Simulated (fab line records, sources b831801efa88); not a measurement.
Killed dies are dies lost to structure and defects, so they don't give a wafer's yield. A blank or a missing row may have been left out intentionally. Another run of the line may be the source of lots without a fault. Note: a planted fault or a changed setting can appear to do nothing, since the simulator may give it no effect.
A single fault, viewed from 2 desks / flow gf180mcu / each desk has only its own numbers; what lay behind them comes last

METROLOGY DESK
What the gauges read, lot by lot, whatever tool the lot ran on: means of the sampled wafers that have a number. Any lot whose mean is over 4 standard deviations away from the usual mean is out of limits and marked OUT; that distance is given in the brackets.
Columns: A = V3_W_RS at GF_V3_RS_MEAS_24, usual 0.328 ohm/sq; B = V3_W_THK at GF_V3_THK_MEAS_25, usual 351 nm
lot=L834; first seen here=day 22 16:59; A=0.321; B=356
lot=L837; first seen here=day 23 18:21; A=0.322; B=358
lot=L840; first seen here=day 24 18:49; A=0.332; B=345
lot=L842; first seen here=day 25 08:52; A=0.329; B=349
lot=L841; first seen here=day 25 10:44; A=0.332; B=345
lot=L846; first seen here=day 26 17:46; A=0.237 (-22) OUT; B=482 (+31) OUT
lot=L851; first seen here=day 27 23:29; A=0.332; B=345
lot=L854; first seen here=day 28 20:02; A=0.334; B=349
lot=L855; first seen here=day 29 02:41; A=0.331; B=350
lot=L856; first seen here=day 29 09:53; A=0.330; B=350
This desk reports L846 out of limits; the earliest was L846 at day 26 17:46 (V3_W_RS at GF_V3_RS_MEAS_24). L834, L837, L840, L842, L841, L851, L854, L855, L856: within limits.

DESK OF THE TOOL OWNER: cvdW-01
The tool's own readings at GF_V3_CVD_23 (deposits W, target thk 350 nm, time 104.9 s): means of the sampled wafers that have a number, for each lot that ran on this tool. Any lot whose mean is over 4 standard deviations away from the usual mean is out of limits and marked OUT; that distance is given in the brackets.
Columns: A = heaterPowerW at GF_V3_CVD_23, usual 862 W
lot=L834; first seen here=day 22 16:52; A=781
lot=L837; first seen here=day 23 18:14; A=785
lot=L846; first seen here=day 26 17:38; A=772
This desk's verdict: no lot among the 3 shows anything out of limits.

BROUGHT TOGETHER
Metrology desk: alarm possible at day 26 17:46 on L846.
Nothing out of limits was seen by the tool owner's desk.
Tool owner's desk: L846 on record, inside its limits.
Every lot named ran GF_V3_CVD_23 on cvdW-01.

WHAT WAS PUT IN BY THE SIMULATOR
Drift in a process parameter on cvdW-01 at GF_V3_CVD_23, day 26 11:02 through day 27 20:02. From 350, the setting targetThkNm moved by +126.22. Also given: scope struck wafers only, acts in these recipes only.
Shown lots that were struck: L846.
Per desk, hours elapsed from the start of the fault to the first reading out of limits: for the metrology desk, 7.
